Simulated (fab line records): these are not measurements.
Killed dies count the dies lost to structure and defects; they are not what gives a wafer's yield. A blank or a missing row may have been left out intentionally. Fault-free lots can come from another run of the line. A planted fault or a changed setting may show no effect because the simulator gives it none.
8D (eight disciplines) problem report, filled in by code | flow sky130 | the parts of the form that need people (team, actions taken, sign-off) are left out

1. PROBLEM STATEMENT
Mean PWDE_TW at SKY_PWDE_TW_MEAS_10: 419.1 over 9 wafers in 3 lots; fault-free wafers: 377.3, standard deviation 2.5. That puts it +17 standard deviations away from the usual mean.
First observed at day 5 08:29: wafer L537.3, on film-metro-01. The record has a number at this step for 36 wafers belonging to 12 lots. The rule behind "out" and "out of limits": a value lying over 4 standard deviations away from the usual mean. The rest of the wafers with a number are treated as sound.

2. WHAT IT IS, AND WHAT IT ISN'T
question                    | is                           | is not
which readings at this step | PWDE_TW                      | -
which lots                  | L537, L538, L541             | L530, L532, L533, L534, L544, L545, L547, L552, L553
which wafers of those lots  | all that have a number       | -
read on which gauges        | film-metro-01, film-metro-04 | film-metro-02
when                        | from day 5 08:29             | up to then (12 sound wafers); but 15 sound wafers of L544, L545, L547, L552, L553 came after

3. SUSPECTS, AND WHAT RULES EACH OUT
Counting: a tool stays on the suspect list if, at a process step up to the reading, it processed all lots that are out and no sound lot following the first of them.
- ruled out: the gauge at SKY_PWDE_TW_MEAS_10. Those wafers that are out were read across 2 gauges (film-metro-01, film-metro-04).
- implanter-03 at SKY_PWDE_IMPLANT_08: kept. Every lot that is out went through it, starting with L537 (day 5 08:16), and after that it ran no sound lot; the last sound lot it ran before then is L533 (day 4 14:17). Its own readings are out on those wafers: beam-on-s, faraday-current-uA.
After counting, what remains is implanter-03 at SKY_PWDE_IMPLANT_08.

4. THE CAUSE (what the simulator had put in)
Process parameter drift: implanter-03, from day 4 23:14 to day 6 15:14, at SKY_PWDE_IMPLANT_08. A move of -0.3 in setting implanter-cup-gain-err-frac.
This tool alone remained once counting was done.

5. THE CHAIN OF EFFECTS, in route order
Rows list readings where the struck wafers' mean (over those with a number) sits beyond 3 standard deviations from the usual. Readings are gone through only where the record gives a usual standard deviation; hours: the median, over the lots, of the time from a lot's start at the first step in this table giving one to that lot's start at this step; sigmas: the change measured in usual standard deviations.
hours | step                 | reading            | usual       | on struck wafers | change | sigmas
0     | SKY_PWDE_IMPLANT_08  | beam-on-s          | 9.99 s      | 14.18            | +4.19  | +21
0     | SKY_PWDE_IMPLANT_08  | faraday-current-uA | 20.3        | 14.3             | -6.0   | -15
0     | SKY_PWDE_TW_MEAS_10  | PWDE_TW            | 377.3       | 419.1            | +41.8  | +17
40    | SKY_NWELL_RS_MEAS_31 | PWDE_RS            | 5277 ohm/sq | 4006             | -1271  | -58
Here are the process steps it includes:
- SKY_PWDE_IMPLANT_08
At these later measuring or inspecting steps, every struck wafer for which the step has a row has a number for every such reading, and none has moved that far: SKY_LOCAL_INTERCONNECT_CD_MEAS_11.

6. WHAT WOULD HAVE CAUGHT IT SOONER
In this record the first reading out of limits at a measuring or inspecting step was taken at day 5 08:29, 9 hours after the fault began at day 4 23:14.
The tool's own readings at SKY_PWDE_IMPLANT_08 were out on every struck wafer that the step has a row for (beam-on-s, faraday-current-uA): an alarm limit on them would have fired on the first of those.
Of the lots that are out (3), L538, L541 began SKY_PWDE_IMPLANT_08 on implanter-03 after day 5 08:29. A hold on the tool at that time would have spared those 2.
